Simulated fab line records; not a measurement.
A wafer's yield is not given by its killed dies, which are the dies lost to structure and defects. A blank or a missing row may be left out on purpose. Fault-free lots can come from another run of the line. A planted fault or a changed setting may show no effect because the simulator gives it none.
Which tool is to blame? | flow gf180mcu | 45 wafers from 15 lots sampled at 3 of the route's 602 steps

WHAT THE GAUGES READ, wafer by wafer
GF_PSD_CD_MEAS_07: the cd target is 400 nm.
lot  | measured     | on       | cdNm (nm)
L889 | day 14 05:28 | cdSem-02 | 397.7 398.7 398.9
L890 | day 14 17:43 | cdSem-01 | 402.7 402.2 401.2
L891 | day 14 23:41 | cdSem-02 | 401.2 397.2 399.6
L892 | day 15 11:06 | cdSem-02 | 400.3 400.2 397.0
L894 | day 15 23:43 | cdSem-02 | 401.4 401.2 401.2
L896 | day 17 01:56 | cdSem-02 | 400.5 401.1 402.0
L897 | day 17 08:13 | cdSem-02 | 399.7 399.3 398.2
L898 | day 17 16:38 | cdSem-01 | 399.9 401.1 401.1
L899 | day 17 20:34 | cdSem-02 | 404.1 403.4 399.0
L900 | day 18 08:06 | cdSem-01 | 399.1 400.2 402.1
L901 | day 18 11:28 | cdSem-01 | 403.4 404.2 403.3
L902 | day 18 21:16 | cdSem-01 | 401.5 400.7 401.4
L903 | day 19 07:36 | cdSem-01 | 401.6 404.2 402.6
L904 | day 19 16:41 | cdSem-01 | 401.3 400.5 402.1
L905 | day 19 22:28 | cdSem-02 | 398.2 396.7 397.4

GF_CONTACT_BOW_MEAS_05.
lot  | measured     | on           | CONTACT_BOW (um)
L889 | day 15 05:43 | filmMetro-03 | 53 62 69
L890 | day 15 17:55 | filmMetro-01 | 60 62 63
L891 | day 15 23:58 | filmMetro-04 | 73 66 61
L892 | day 16 10:46 | filmMetro-03 | 57 77 64
L894 | day 17 00:46 | filmMetro-04 | 64 78 70
L896 | day 18 03:29 | filmMetro-04 | 67 62 64
L897 | day 18 09:49 | filmMetro-01 | 63 60 61
L898 | day 18 18:46 | filmMetro-01 | 54 54 62
L899 | day 18 22:11 | filmMetro-03 | 67 54 57
L900 | day 19 10:43 | filmMetro-01 | 70 66 57
L901 | day 19 13:51 | filmMetro-04 | 64 68 70
L902 | day 19 23:31 | filmMetro-03 | 60 58 59
L903 | day 20 09:49 | filmMetro-03 | 48 49 50
L904 | day 20 19:04 | filmMetro-03 | 36 36 44
L905 | day 21 00:44 | filmMetro-03 | 51 54 39

WHICH TOOL RAN EACH LOT (tool, then ch and the chambers of the sampled wafers, then the start)
lot  | GF_CONTACT_CVD_02
L889 | pecvd-03 ch 0,1, day 15 05:17
L890 | pecvd-01 ch 0,2, day 15 17:29
L891 | pecvd-04 ch 0,1,2, day 15 23:32
L892 | pecvd-01 ch 0,1,2, day 16 10:19
L894 | pecvd-01 ch 0,1, day 16 23:51
L896 | pecvd-01 ch 0,1, day 18 03:02
L897 | pecvd-01 ch 1,2, day 18 09:23
L898 | pecvd-01 ch 0,1,2, day 18 18:19
L899 | pecvd-03 ch 1,2, day 18 21:46
L900 | pecvd-03 ch 0,1,2, day 19 10:14
L901 | pecvd-03 ch 0,1,2, day 19 13:17
L902 | pecvd-01 ch 0,1,2, day 19 23:04
L903 | pecvd-01 ch 0,1,2, day 20 09:22
L904 | pecvd-04 ch 0,2, day 20 18:38
L905 | pecvd-01 ch 1,2, day 21 00:17
- GF_CONTACT_CVD_02: deposits SiO2 from TEOS, target thk 860 nm, time 95.992 s.

WHAT THE TOOLS THEMSELVES READ (means of the sampled wafers that have a number; where no wafer has one, the mark that the record gives instead)
GF_CONTACT_CVD_02.
lot  | tool     | heaterPowerOuterW (W) | heaterPowerW (W)
L889 | pecvd-03 | 357                   | 663
L890 | pecvd-01 | 425                   | 691
L891 | pecvd-04 | 339                   | 607
L892 | pecvd-01 | 422                   | 697
L894 | pecvd-01 | 422                   | 718
L896 | pecvd-01 | 418                   | 706
L897 | pecvd-01 | 418                   | 659
L898 | pecvd-01 | 448                   | 719
L899 | pecvd-03 | 409                   | 718
L900 | pecvd-03 | 373                   | 668
L901 | pecvd-03 | 403                   | 710
L902 | pecvd-01 | 420                   | 694
L903 | pecvd-01 | -                     | -
L904 | pecvd-04 | -                     | -
L905 | pecvd-01 | -                     | -

THE ANSWER, worked out from the rows above alone
Rule: usual is defined by the lots themselves. Put in order of their means at a reading, lots are off if they are a third of the lots or fewer, leave a main group of 4 or more, and stand apart from it by a gap of 3 or more times the standard deviation of the main group's means; of several such gaps the widest counts. If all means in a main group match to the digits the tables above print for the reading, that group is not used. A lot without any number at a reading at which 4 lots or more have one is off too. All remaining lots with rows at the step are treated as sound. First the gauges in route order, then the tools' own readings, where a lot's mean is used as printed above. The first step at which some lot is off is used, and at that step the reading that is off furthest; a lot without a number counts as furthest.
Off: L903, L904, L905 (GF_CONTACT_CVD_02, heaterPowerOuterW). Without a number there: L903, L904, L905. Main group: mean 404 W, sd 30.
A tool fits if, at that step or a process step before it, it ran every lot that is off, and no sound lot after the first of them. Of those tried, none fits.

WHAT HAD BEEN PUT IN BY THE SIMULATOR
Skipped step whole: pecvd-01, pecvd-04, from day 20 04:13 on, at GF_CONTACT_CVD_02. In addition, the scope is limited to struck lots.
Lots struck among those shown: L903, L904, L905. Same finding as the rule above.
